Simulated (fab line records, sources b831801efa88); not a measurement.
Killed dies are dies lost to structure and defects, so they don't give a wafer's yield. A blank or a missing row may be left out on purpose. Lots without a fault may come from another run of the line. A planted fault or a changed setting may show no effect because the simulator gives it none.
A struck lot beside a sound one | flow sky130 | 14 steps out of a route of 708
Sound: wafers L401.3, L401.5, L401.6. Struck: wafers L390.3, L390.4, L390.5. The cause comes at the end.
At each step with rows: each side's tool, then ch and its chambers, then its first start. Under that, the readings that differ: sound wafers | struck wafers | difference of the means | sigmas: that difference in standard deviations of wafers without a fault.
alike: readings whose means differ by less than 2 such deviations, and words and numbers that are the same on both sides. not compared: withheld readings, readings that some wafer has no value for, bounds like >300 that may hide the same value, and numbers for which the record gives no deviation and whose values overlap.
The two part at a step that has a row with sigmas, a row that says differs or no value, or rows on one side only. Numbers that don't overlap but have no deviation are shown without sigmas and don't part them. A reading that every wafer of one side lacks parts them only if that side has two wafers or more.

SKY_CAPM_METAL_ETCH_13: etches TiN in Cl2/BCl3, stops on SiO2, target depth 220 nm, time 62.9 s.
  sound on rie_metal-04 ch 0,1, day 43 02:17; struck on rie_metal-04 ch 0,1, day 39 21:53
  alike: chamber_pressure_mTorr, drypump_motor_current_A, mfc_cl2_sccm, oes_product_au, throttle_valve_pct
  not compared: rf_hours_counter_h
SKY_CAPM_STRIP_14: strips in O2/N2.
  sound on plasma_asher-03 ch 0,1, day 43 02:22; struck on plasma_asher-01 ch 0,1, day 39 21:59
  alike: chamber_pressure_mTorr, drypump_motor_current_A, oes_product_au, strip_time_to_endpoint_s
  not compared: rf_hours_counter_h
then, 10 steps without rows for these wafers: SKY_CAPM_STRIP_15 (strips in post etch residue remover, time 1200 s); SKY_CAPM_CLEAN_16 (cleans in IPA, time 180 s); SKY_CAPM_CLEAN_17 (cleans in O3/DIW); SKY_METAL3_DEHYDRATE_05 (time 60 s); SKY_METAL3_HMDS_06 (prime time 60 s); SKY_METAL3_COAT_07 (resist thk 60 nm); SKY_METAL3_COAT_08 (resist thk 1140 nm); SKY_METAL3_SOFTBAKE_09 (time 90 s); SKY_METAL3_EXPOSE_10 (exposes mask MM3, target cd 300 nm); SKY_METAL3_PEB_11.
SKY_METAL3_DEVELOP_12: develop time 60 s.
  sound on litho_track-01 ch 0, day 44 01:00; struck on litho_track-01, day 40 22:00
  no value came back on the struck wafers for chill_plate_temp_C (C), develop_time_s (s); on the sound wafers chill_plate_temp_C (C) reads 22.96 22.80 22.99
  reading                                       | sound          | struck         | difference | sigmas
  model.KrF-thick_of_METAL3_COAT_08.thk_nm (nm) | 1129 1132 1129 | 1147 1147 1147 | +17        |
SKY_METAL3_CD_MEAS_13: target cd 300 nm.
  sound on cd_sem-01, day 44 01:40; struck on cd_sem-01, day 40 22:46
  reading    | sound             | struck | difference                    | sigmas
  cd_nm (nm) | 300.4 301.0 301.0 | - - -  | no value on the struck wafers |

WHERE THEY PART
First at SKY_METAL3_DEVELOP_12; last, within this record, at SKY_METAL3_CD_MEAS_13.

WHY: what the simulator had put in
Skipped step whole: litho_track-01, from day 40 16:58 on, at SKY_METAL3_DEVELOP_12. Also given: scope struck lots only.
